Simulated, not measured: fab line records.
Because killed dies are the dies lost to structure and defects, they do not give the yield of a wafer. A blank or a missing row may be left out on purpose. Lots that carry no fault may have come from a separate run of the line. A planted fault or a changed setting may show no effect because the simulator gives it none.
fab line records | flow sky130
[record] lots = 14 wafers = 42 last_day = 50
route steps=708 shown FIELD_ISO@26 LDD_N@246 SD_N@350 CONTACT@409
lots untouched by any fault: they come from a run of this same line in which no faults occurred
start_h: hours from the record's opening day to when the first of the lot's shown wafers began | wait_h: hours from the lot's prior step to this one | " as in the row above | L1.1+2: a single row standing in for several wafers | - either no value or no given start | * or withheld: withheld | < > ~ a bound
route shown NAME@n: names a module that has steps shown in the file, with the first one's number in the route | usual: average and standard deviation across the fault-free wafers | same: alike in all rows | chamber/n: place in a boat | sites: the reading at each site | _std_site: how widely they spread, as a standard deviation | _edge_site: the outer-site mean with the inner-site mean subtracted | radius_mm: how far each site lies from the wafer's centre | mask NAME#n: copy n | behind: tool/chamber where the wafer was last shaped | hold: why the lot was held/for how many hours/how that ended | device: transistor that didn't switch, given as n, p or np | end of line: tests of these same wafers at the route's end | a step with no rows: only its recipe | killed: not the wafer's yield, but the dies lost to structure and defects at the first sort | map: shows each die of a wafer: x if killed, . if not, _ if none is there
set.NAME: the setting that was run; set.NAME@STEP: the one run at that earlier step | model.NAME: the simulator's own value behind a step, which no gauge read
steps of the route over a sample of lots; a table a step, a row a wafer
services: from which hour (start_h, from the record's first day; less than 0 if before it) a tool's chamber was out of use, for how many hours, and why
[[steps]]
[step SKY_FIELD_ISO_THK_MEAS_25]
[recipe] reads = SiO2_of_FIELD_ISO_CVD_24
[usual] FIELD_ISO_CVD_24_THK = 594/5.8
// columns lot.wafer tool chamber start_h wait_h FIELD_ISO_CVD_24_THK[nm]
L402.1 film_metro-03 - 35.05 0.0 588
L402.5 " - " " 599
L402.6 " - " " 590
L403.1 film_metro-03 - 39.66 0.0 595
L403.5 " - " " 594
L403.6 " - " " 589
L404.3 film_metro-03 - 43.53 0.1 598
L404.4 " - " " 598
L404.5 " - " " 601
L405.3 film_metro-01 - 48.86 0.1 594
L405.4 " - " " 606
L405.6 " - " " 591
L407.1 film_metro-04 - 57.94 0.0 585
L407.2 " - " " 592
L407.5 " - " " 595
L408.3 film_metro-03 - 62.87 0.1 599
L408.4 " - " " 590
L408.5 " - " " 588
L413.3 film_metro-04 - 86.60 0.1 599
L413.5 " - " " 596
L413.6 " - " " 590
L415.2 film_metro-01 - 109.50 0.0 600
L415.5 " - " " 587
L415.6 " - " " 599
L416.2 film_metro-04 - 110.42 0.0 582
L416.3 " - " " 588
L416.6 " - " " 588
L417.2 film_metro-04 - 116.29 0.0 592
L417.5 " - " " 592
L417.6 " - " " 591
L419.2 film_metro-04 - 124.32 0.0 588
L419.4 " - " " 598
L419.5 " - " " 593
L422.1 film_metro-01 - 137.48 0.0 598
L422.2 " - " " 591
L422.6 " - " " 599
L423.1 film_metro-01 - 140.38 0.1 596
L423.2 " - " " 593
L423.3 " - " " 600
L424.1 film_metro-04 - 147.75 0.0 580
L424.2 " - " " 584
L424.5 " - " " 585
[step SKY_LDD_N_IMPLANT_09]
[recipe] species = As energy_kev = 20 dose_cm2 = 7.5e+13 tilt_deg = withheld rotation_deg = 113
[usual] dose_ions_cm2 = 7.499e+13/8e+10 faraday_current_uA = 423/8.9 rotation_deg = 113.00/0.032
// columns lot.wafer tool chamber start_h wait_h dose_ions_cm2 faraday_current_uA rotation_deg
L402.1 implanter-02 0 390.91 0.1 7.487e+13 416 113.00
L402.5 " 0 " " 7.498e+13 413 112.98
L402.6 " 0 " " 7.504e+13 423 112.98
L403.1 implanter-04 0 393.35 0.1 7.495e+13 426 113.00
L403.5 " 0 " " 7.489e+13 428 113.01
L403.6 " 0 " " 7.49e+13 424 113.00
L404.3 implanter-02 0 406.10 0.1 7.489e+13 422 113.05
L404.4 " 0 " " 7.487e+13 410 112.99
L404.5 " 0 " " 7.497e+13 432 112.97
L405.3 implanter-04 0 410.00 0.1 7.5e+13 424 113.02
L405.4 " 0 " " 7.499e+13 426 113.02
L405.6 " 0 " " 7.516e+13 444 113.05
L407.1 implanter-01 0 428.51 0.1 7.518e+13 423 113.06
L407.2 " 0 " " 7.495e+13 426 113.07
L407.5 " 0 " " 7.493e+13 425 113.04
L408.3 implanter-04 0 436.50 0.1 7.504e+13 419 113.00
L408.4 " 0 " " 7.492e+13 433 113.02
L408.5 " 0 " " 7.499e+13 424 112.95
L413.3 implanter-02 0 489.16 0.1 7.505e+13 411 112.99
L413.5 " 0 " " 7.504e+13 407 112.98
L413.6 " 0 " " 7.499e+13 421 112.96
L415.2 implanter-02 0 521.38 0.1 7.494e+13 416 113.02
L415.5 " 0 " " 7.492e+13 415 112.98
L415.6 " 0 " " 7.484e+13 444 112.96
L416.2 implanter-02 0 527.63 0.1 6.268e+13 349 112.99
L416.3 " 0 " " 6.275e+13 354 113.01
L416.6 " 0 " " 6.276e+13 357 112.98
L417.2 implanter-02 0 536.18 0.1 6.288e+13 360 112.95
L417.5 " 0 " " 6.29e+13 353 113.05
L417.6 " 0 " " 6.271e+13 353 112.97
L419.2 implanter-04 0 544.92 0.1 7.502e+13 422 113.02
L419.4 " 0 " " 7.507e+13 412 113.04
L419.5 " 0 " " 7.502e+13 424 113.03
L422.1 implanter-01 0 557.60 0.1 7.502e+13 414 112.98
L422.2 " 0 " " 7.496e+13 413 112.99
L422.6 " 0 " " 7.502e+13 424 112.99
L423.1 implanter-04 0 571.31 0.1 7.501e+13 432 113.00
L423.2 " 0 " " 7.497e+13 412 113.07
L423.3 " 0 " " 7.49e+13 433 113.01
L424.1 implanter-04 0 579.66 0.1 7.505e+13 421 113.00
L424.2 " 0 " " 7.511e+13 425 113.03
L424.5 " 0 " " 7.513e+13 416 113.03
[step SKY_SD_N_OVL_MEAS_08]
[usual] SD_N_OVL = -0.1/1.2
// columns lot.wafer tool chamber start_h wait_h SD_N_OVL[nm]
L402.1 overlay-02 - 639.64 0.1 1.6
L402.5 " - " " 1.8
L402.6 " - " " 1.4
L403.1 overlay-01 - 640.38 0.1 0.9
L403.5 " - " " -1.4
L403.6 " - " " -0.5
L404.3 overlay-01 - 652.59 0.1 2.6
L404.4 " - " " 1.0
L404.5 " - " " 1.1
L405.3 overlay-02 - 656.50 0.1 -0.5
L405.4 " - " " -1.4
L405.6 " - " " -0.9
L407.1 overlay-01 - 673.58 0.1 -0.8
L407.2 " - " " -0.9
L407.5 " - " " -1.0
L408.3 overlay-02 - 682.30 0.1 -1.0
L408.4 " - " " 2.4
L408.5 " - " " 1.2
L413.3 overlay-02 - 728.20 0.1 -2.7
L413.5 " - " " -1.0
L413.6 " - " " 0.3
L415.2 overlay-02 - 758.04 0.1 -0.3
L415.5 " - " " -1.3
L415.6 " - " " 1.0
L416.2 overlay-02 - 762.29 0.1 -0.4
L416.3 " - " " -0.1
L416.6 " - " " -1.9
L417.2 overlay-01 - 774.25 0.1 -0.5
L417.5 " - " " -1.6
L417.6 " - " " 0.1
L419.2 overlay-01 - 781.35 0.1 -0.6
L419.4 " - " " 0.9
L419.5 " - " " 1.5
L422.1 overlay-01 - 793.38 0.1 1.5
L422.2 " - " " -0.7
L422.6 " - " " -0.7
L423.1 overlay-01 - 803.94 0.1 1.5
L423.2 " - " " 0.0
L423.3 " - " " -0.9
L424.1 overlay-01 - 811.89 0.1 -0.9
L424.2 " - " " 2.8
L424.5 " - " " 0.8
[step SKY_CONTACT_THK_MEAS_03]
[recipe] reads = SiO2_of_CONTACT_HDPCVD_02
[usual] CONTACT_HDPCVD_THK = 566/6.9
// columns lot.wafer tool chamber start_h wait_h CONTACT_HDPCVD_THK[nm]
L402.1 film_metro-03 - 701.45 0.0 571
L402.5 " - " " 567
L402.6 " - " " 571
L403.1 film_metro-04 - 702.06 0.0 568
L403.5 " - " " 574
L403.6 " - " " 561
L404.3 film_metro-01 - 714.95 0.1 559
L404.4 " - " " 554
L404.5 " - " " 572
L405.3 film_metro-03 - 718.63 0.1 561
L405.4 " - " " 553
L405.6 " - " " 559
L407.1 film_metro-01 - 735.09 0.0 561
L407.2 " - " " 577
L407.5 " - " " 569
L408.3 film_metro-03 - 743.06 0.1 554
L408.4 " - " " 555
L408.5 " - " " 558
L413.3 film_metro-01 - 788.77 0.1 558
L413.5 " - " " 560
L413.6 " - " " 569
L415.2 film_metro-04 - 816.86 0.0 570
L415.5 " - " " 568
L415.6 " - " " 558
L416.2 film_metro-04 - 821.05 0.0 558
L416.3 " - " " 570
L416.6 " - " " 563
L417.2 film_metro-04 - 831.19 0.0 574
L417.5 " - " " 568
L417.6 " - " " 564
L419.2 film_metro-01 - 838.44 0.0 566
L419.4 " - " " 561
L419.5 " - " " 566
L422.1 film_metro-03 - 848.98 0.0 566
L422.2 " - " " 573
L422.6 " - " " 556
L423.1 film_metro-04 - 860.03 0.0 571
L423.2 " - " " 565
L423.3 " - " " 563
L424.1 film_metro-01 - 869.77 0.0 570
L424.2 " - " " 558
L424.5 " - " " 573
[[services]]
// columns tool chamber start_h hours kind
implanter-04 - 401.72 1.1 repair
implanter-01 - 407.01 5.2 repair
implanter-04 - 422.67 3.8 pm
implanter-04 - 427.90 6.8 repair
implanter-02 - 432.74 15.7 pm
implanter-04 - 473.88 2.7 repair
implanter-04 - 475.13 15.7 repair
implanter-02 - 502.09 19.0 repair
implanter-01 - 521.45 4.4 repair
implanter-01 - 560.47 3.5 pm
implanter-01 - 564.00 3.2 pm
implanter-04 - 575.68 0.8 repair
[[key]]
[first_sign] step = SKY_LDD_N_IMPLANT_09 reading = dose_ions_cm2 direction = down sigmas = 99+ usual = * struck = *
[effect] step = SKY_LDD_N_IMPLANT_09 reading = faraday_current_uA direction = down sigmas = 7.8 usual = 423 struck = 354
met_at SKY_LDD_N_IMPLANT_09
struck_lots L416,L417
tester_left_out L416,L417
not_acting_at SKY_FIELD_ISO_THK_MEAS_25,SKY_SD_N_OVL_MEAS_08,SKY_CONTACT_THK_MEAS_03
onset_between 521.38 527.63
[fault] kind = process_parameter_drift tool = implanter-02 chamber = - onset_h = 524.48 steps = SKY_LDD_N_IMPLANT_09 channel = dose_cm2 offset = * shape = step end_h = 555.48 acts_in = * stated = *
// tester_left_out: of these lots the tester's yield and bins aren't shown, on N5 and GAA mostly nor the transistor test; their killed dies are dies lost to structure and defects alone, not to doping, threshold or leakage, so they don't give the yield
